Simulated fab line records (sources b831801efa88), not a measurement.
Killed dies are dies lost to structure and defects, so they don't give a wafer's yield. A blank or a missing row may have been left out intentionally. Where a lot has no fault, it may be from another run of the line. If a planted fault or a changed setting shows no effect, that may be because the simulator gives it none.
A lot that was struck, set against a sound lot || flow sfqLine || 13 out of 325 route steps
Sound: wafers L641.1, L641.2, L641.6. The struck wafers were L647.1, L647.2, L647.6. The cause is named last.
Each step with rows lists, per side, the tool, then ch with its chambers, then its first start. Under that, the readings that differ: sound wafers || struck wafers || difference of the means || sigmas: that difference in standard deviations of wafers without a fault.
alike: same words and numbers on both sides, and readings whose means sit less than 2 such deviations apart. not compared: any withheld reading, any reading some wafer has no value for, any bound like >300 that may hide the same value, and any number with overlapping values for which the record gives no deviation.
A row with sigmas, a row that says differs or no value, or rows on one side alone: a step with any of these is where the two part. Numbers that have no deviation but don't overlap get no sigmas and don't part them. A reading that every wafer of one side lacks parts them only if that side has two wafers or more.

SFQ_TRILAYER_I0_VIA_BARC_OPEN_VIA_ETCH_046: etches BARC in O2, target depth 125 nm, time 41.7 s.
  sound on rieDiel-02 ch 0,2, day 20 07:14; struck on rieDiel-04 ch 0,1,3, day 22 21:25
  alike: drypumpMotorCurrentA, oesProductAu
  not compared: rfHoursCounterH
SFQ_TRILAYER_I0_VIA_ETCH_VIA_ETCH_034: etches SiO2 in CHF3, stops on Nb, target depth 260 nm.
  sound on rieDiel-02 ch 0,2, day 20 07:17; struck on rieDiel-04 ch 0,1,3, day 22 21:28
  alike: drypumpMotorCurrentA, oesProductAu
SFQ_TRILAYER_I0_VIA_STRIP_STRIP_035: strips in O2.
  sound on rieMetal-03 ch 0,1, day 20 07:23; struck on rieMetal-03 ch 0,1, day 22 21:34
  alike: drypumpMotorCurrentA, heBacksideLeakSccm, oesProductAu
  not compared: rfHoursCounterH
then, 2 steps without rows for these wafers: SFQ_TRILAYER_I0_VIA_STRIP_SOLV_CLEAN_036 (cleans in NMP, time 600 s); SFQ_TRILAYER_M1_DEP_PRE_CLEAN_038 (time 22.5 s).
SFQ_TRILAYER_M1_DEP_SPUTTER_037: material Nb, target thk 200 nm, time 133.3 s.
  sound on pvdSputter-03 at day 20 08:11; struck on pvdSputter-05 at day 22 22:23
  alike: throttleValvePct
SFQ_M1_RS_MEAS_909: uses a four-point probe to measure.
  sound on filmMetro-01 at day 20 08:17; struck on filmMetro-02 at day 22 22:28
  alike: M1_NB_RS
then, 4 steps without rows for these wafers: SFQ_TRILAYER_M1_LITHO_COAT_044 (resist thk 62 nm); SFQ_TRILAYER_M1_LITHO_COAT_039 (resist thk 600 nm); SFQ_TRILAYER_M1_LITHO_SOFTBAKE_043; SFQ_TRILAYER_M1_LITHO_EXPOSE_040 (exposes mask M1, target cd 500 nm).
-- the record jumps here: 6 days lie between the struck wafers' starts before and after --
SFQ_TRILAYER_M1_LITHO_PEB_042: peb time 60 s.
  struck on lithoTrack-02, day 29 10:26; sound on lithoTrack-02 ch 0, day 26 23:41
  no value came back on the struck wafers for chillPlateTempC (C), exhaustPa (Pa); on the sound wafers chillPlateTempC (C) reads 23.00 23.07 23.01
then, 1 step without rows for these wafers: SFQ_TRILAYER_M1_LITHO_DEVELOP_041 (time 60 s).

== WHERE THEY PART ==
Only at SFQ_TRILAYER_M1_LITHO_PEB_042, within this record.

WHY: what had been put in by the simulator
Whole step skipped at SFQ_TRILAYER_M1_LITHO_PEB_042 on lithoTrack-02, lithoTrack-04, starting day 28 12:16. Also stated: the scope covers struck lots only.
